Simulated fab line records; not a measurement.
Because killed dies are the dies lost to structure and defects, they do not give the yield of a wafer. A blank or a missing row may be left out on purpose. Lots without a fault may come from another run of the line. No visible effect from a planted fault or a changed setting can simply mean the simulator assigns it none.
Which tool is to blame? -- flow sfq-line -- Sampling: 14 lots, 42 wafers, 6 of 325 route steps

## WHAT THE GAUGES SHOWED, per wafer
SFQ_I7_BOW_MEAS_946. Usual: I7_BOW gives 5 um (standard deviation 11).
lot,measured,on,I7_BOW (um),flag
L318,day 77 14:17,film-metro-01,-16 -14 -20,
L319,day 77 15:16,film-metro-04,5 5 20,
L320,day 77 18:14,film-metro-01,4 0 -5,
L321,day 77 20:20,film-metro-04,1 16 7,
L323,day 81 12:32,film-metro-04,4 -1 8,
L325,day 81 19:34,film-metro-03,2 14 9,
L327,day 83 05:37,film-metro-04,4 12 2,
L330,day 84 05:35,film-metro-03,22 14 29,
L332,day 84 17:17,film-metro-01,16 12 14,
L333,day 84 20:19,film-metro-04,-23 -27 -25,
L334,day 84 23:20,film-metro-03,1 5 4,
L336,day 85 08:17,film-metro-01,18 17 15,
L340,day 86 03:52,film-metro-04,13 20 5,
L341,day 86 06:09,film-metro-01,15 11 19,

## WHAT TOOL EACH LOT RAN ON (gives the tool, then ch and the chambers of the sampled wafers, and finally the start)
lot,SFQ_TRILAYER_I5_STRIP_STRIP_148,SFQ_TRILAYER_I6_CMP_CMP_166,SFQ_TRILAYER_I6_METRO_MEASURE_167,SFQ_TRILAYER_I6_VIA_ETCH_VIA_ETCH_172,SFQ_TRILAYER_M7_BARC_OPEN_METAL_ETCH_229
L318,"rie-metal-03 ch 0,1, day 62 08:09","cmp-01 ch 2,3, day 72 08:56","film-metro-02, day 72 11:46","rie-diel-03 ch 0,2,3, day 76 22:56","rie-metal-04 ch 0,1, day 77 04:14"
L319,"rie-metal-01 ch 0,1, day 62 13:09","cmp-02 ch 1,2, day 72 09:38","film-metro-03, day 72 12:39","rie-diel-04 ch 0,1, day 77 01:20","rie-metal-04 ch 0,1, day 77 06:39"
L320,"rie-metal-03 ch 0,1, day 62 14:09","cmp-01 ch 0,2,3, day 72 12:02","film-metro-02, day 72 14:39","rie-diel-03 ch 0,2, day 77 03:44","rie-metal-03 ch 0,1, day 77 10:14"
L321,"rie-metal-03 ch 0,1, day 62 17:57","cmp-02 ch 0,1,3, day 72 16:02","film-metro-01, day 72 18:46","rie-diel-01 ch 1,2, day 77 04:56","rie-metal-04 ch 0,1, day 77 11:27"
L323,"rie-metal-04 ch 0,1, day 63 08:29","cmp-01 ch 0,1,3, day 73 01:50","film-metro-02, day 73 05:22","rie-diel-01 ch 1,3, day 77 16:56","rie-metal-03 ch 0,1, day 81 08:19"
L325,"rie-metal-03 ch 1, day 64 05:31","cmp-01 ch 2,3, day 73 07:08","film-metro-02, day 73 10:10","rie-diel-01 ch 0,2,3, day 77 23:28","rie-metal-03 ch 0,1, day 81 15:31"
L327,"rie-metal-03 ch 0,1, day 65 10:04","cmp-02 ch 1,3, day 74 12:53","film-metro-01, day 74 16:13","rie-diel-03 ch 0,2,3, day 79 02:13","rie-metal-04 ch 0,1, day 83 00:01"
L330,"rie-metal-01 ch 0,1, day 66 12:03","cmp-01 ch 1,2,3, day 76 00:46","film-metro-03, day 76 02:47","rie-diel-04 ch 0,1,3, day 80 01:01","rie-metal-01 ch 0,1, day 84 01:22"
L332,"rie-metal-01 ch 0,1, day 66 18:01","cmp-02 ch 1,2,3, day 76 12:14","film-metro-03, day 76 15:21","rie-diel-01 ch 0,1,2, day 80 09:25","rie-metal-01 ch 0, day 84 10:56"
L333,"rie-metal-03 ch 0,1, day 66 23:44","cmp-02 ch 1,2,3, day 76 16:14","film-metro-01, day 76 18:33","rie-diel-04 ch 0,2,3, day 80 10:37","rie-metal-01 ch 0, day 84 13:22"
L334,"rie-metal-03 ch 0,1, day 67 04:08","cmp-01 ch 0,2, day 76 20:46","film-metro-01, day 76 23:47","rie-diel-03 ch 0,2,3, day 80 14:13","rie-metal-03 ch 0,1, day 84 15:46"
L336,"rie-metal-03 ch 0,1, day 67 16:40","cmp-02 ch 0,1,3, day 77 06:44","film-metro-02, day 77 09:21","rie-diel-04 ch 0,1,3, day 80 23:56","rie-metal-01 ch 0, day 84 22:56"
L340,"rie-metal-03 ch 0,1, day 69 02:38","cmp-02 ch 0,2,3, day 78 08:34","film-metro-03, day 78 10:11","rie-diel-03 ch 1,2,3, day 82 03:32","rie-metal-04 ch 0,1, day 85 14:54"
L341,"rie-metal-03 ch 0,1, day 69 09:26","cmp-01 ch 0,1,3, day 78 10:04","film-metro-02, day 78 13:23","rie-diel-04 ch 1,2,3, day 82 04:44","rie-metal-01 ch 1, day 85 16:13"
- SFQ_TRILAYER_I5_STRIP_STRIP_148: strips in O2.
- SFQ_TRILAYER_I6_CMP_CMP_166: polishes SiO2.
- SFQ_TRILAYER_I6_METRO_MEASURE_167
- SFQ_TRILAYER_I6_VIA_ETCH_VIA_ETCH_172: etches SiO2 in CHF3, stops on Nb, target depth 260 nm.
- SFQ_TRILAYER_M7_BARC_OPEN_METAL_ETCH_229: etches BARC in O2, target depth 125 nm, time 41.7 s.

## AS READ BY THE TOOLS THEMSELVES (means over the sampled wafers that have a number; for cases with no such wafer, the mark the record gives instead)
SFQ_TRILAYER_I5_STRIP_STRIP_148. Usual: drypump-motor-current-A 5.6 A, standard deviation 0.48; he-backside-leak-sccm 3.47 sccm, standard deviation 0.23; oes-product-au 0.993 a.u., standard deviation 0.0096.
lot,tool,drypump-motor-current-A (A),he-backside-leak-sccm (sccm),oes-product-au (a.u.),flag
L318,rie-metal-03,5.4,3.21,0.999,
L319,rie-metal-01,6.2,3.72,0.996,
L320,rie-metal-03,5.3,3.45,0.989,
L321,rie-metal-03,5.3,3.29,0.992,
L323,rie-metal-04,6.2,3.25,1.008,
L325,rie-metal-03,5.2,3.49,0.987,
L327,rie-metal-03,5.3,3.39,0.988,
L330,rie-metal-01,6.2,3.71,0.990,
L332,rie-metal-01,5.9,3.71,0.996,
L333,rie-metal-03,5.3,3.37,0.992,
L334,rie-metal-03,5.4,3.49,0.991,
L336,rie-metal-03,5.4,3.27,0.993,
L340,rie-metal-03,5.3,3.36,0.996,
L341,rie-metal-03,5.4,3.25,1.002,

SFQ_TRILAYER_I6_CMP_CMP_166. Usual: edge-zone-pressure-frac 1.000, standard deviation 0.0045; head-pressure-psi 2.999 psi, standard deviation 0.006; motor-current-A 10.7 A, standard deviation 1.1; time-to-endpoint-s 217 s, standard deviation 7.9.
lot,tool,edge-zone-pressure-frac,head-pressure-psi (psi),motor-current-A (A),time-to-endpoint-s (s),flag
L318,cmp-01,0.999,3.001,9.8,222,
L319,cmp-02,0.999,2.993,10.4,215,
L320,cmp-01,0.997,2.996,11.1,227,
L321,cmp-02,0.999,3.002,11.1,224,
L323,cmp-01,1.001,2.996,10.9,212,
L325,cmp-01,1.002,3.005,10.2,211,
L327,cmp-02,1.000,2.998,11.0,209,
L330,cmp-01,1.001,3.002,10.1,214,
L332,cmp-02,-,-,-,-,OFF
L333,cmp-02,-,-,-,-,OFF
L334,cmp-01,0.999,2.999,10.9,230,
L336,cmp-02,1.005,3.002,10.8,224,
L340,cmp-02,0.998,3.003,11.0,222,
L341,cmp-01,0.996,2.996,10.7,220,

SFQ_TRILAYER_I6_METRO_MEASURE_167. Usual: thk-nm 200.8 nm, standard deviation 1.2.
lot,tool,thk-nm (nm),flag
L318,film-metro-02,200.3,
L319,film-metro-03,199.8,
L320,film-metro-02,202.4,
L321,film-metro-01,201.4,
L323,film-metro-02,200.1,
L325,film-metro-02,200.8,
L327,film-metro-01,198.9,
L330,film-metro-03,200.4,
L332,film-metro-03,499.3,OFF
L333,film-metro-01,494.2,OFF
L334,film-metro-01,202.9,
L336,film-metro-02,200.8,
L340,film-metro-03,201.3,
L341,film-metro-02,201.1,

SFQ_TRILAYER_I6_VIA_ETCH_VIA_ETCH_172. Usual: drypump-motor-current-A 5.8 A, standard deviation 0.51; oes-product-au 0.856 a.u., standard deviation 0.0054.
lot,tool,drypump-motor-current-A (A),oes-product-au (a.u.),flag
L318,rie-diel-03,5.7,0.852,
L319,rie-diel-04,5.4,0.851,
L320,rie-diel-03,5.7,0.859,
L321,rie-diel-01,6.1,0.858,
L323,rie-diel-01,6.1,0.853,
L325,rie-diel-01,6.2,0.861,
L327,rie-diel-03,5.8,0.852,
L330,rie-diel-04,5.5,0.861,
L332,rie-diel-01,6.1,1.629,OFF
L333,rie-diel-04,6.1,1.622,OFF
L334,rie-diel-03,5.8,0.859,
L336,rie-diel-04,5.5,0.857,
L340,rie-diel-03,5.5,0.857,
L341,rie-diel-04,5.8,0.859,

SFQ_TRILAYER_M7_BARC_OPEN_METAL_ETCH_229. Usual: drypump-motor-current-A 5.8 A, standard deviation 0.46; he-backside-leak-sccm 3.53 sccm, standard deviation 0.26; oes-product-au 0.688 a.u., standard deviation 0.0048.
lot,tool,drypump-motor-current-A (A),he-backside-leak-sccm (sccm),oes-product-au (a.u.),flag
L318,rie-metal-04,6.2,3.33,0.684,
L319,rie-metal-04,6.2,3.38,0.687,
L320,rie-metal-03,5.4,3.32,0.687,
L321,rie-metal-04,6.2,3.33,0.686,
L323,rie-metal-03,5.3,3.57,0.682,
L325,rie-metal-03,5.4,3.32,0.687,
L327,rie-metal-04,6.2,3.44,0.689,
L330,rie-metal-01,6.2,3.91,0.687,
L332,rie-metal-01,5.5,3.63,0.693,
L333,rie-metal-01,5.5,3.62,0.686,
L334,rie-metal-03,5.4,3.41,0.688,
L336,rie-metal-01,5.5,3.63,0.687,
L340,rie-metal-04,6.2,3.41,0.683,
L341,rie-metal-01,6.6,3.08,0.683,

## THE ANSWER, worked out from the rows above alone
Rule: take the mean of a lot's wafers that have a number; if it is more than 3 standard deviations from the usual mean, the lot is off. A lot without any number at a reading at which 4 lots or more have one is off too. All remaining lots with rows at the step are treated as sound. First the gauges in route order, then the tools' own readings, where a lot's mean is used as printed above. The first step at which some lot is off is used, and at that step the reading that is off furthest; a lot without a number counts as furthest.
Off, at SFQ_TRILAYER_I6_CMP_CMP_166 on edge-zone-pressure-frac: L332, L333. Without a number there: L332, L333.
If a tool, at that step or one of the process steps before it, ran each lot that is off and ran no sound lot following the first of them, it fits. No candidate that was tried fits.

## WHAT THE SIMULATOR HAD INSERTED
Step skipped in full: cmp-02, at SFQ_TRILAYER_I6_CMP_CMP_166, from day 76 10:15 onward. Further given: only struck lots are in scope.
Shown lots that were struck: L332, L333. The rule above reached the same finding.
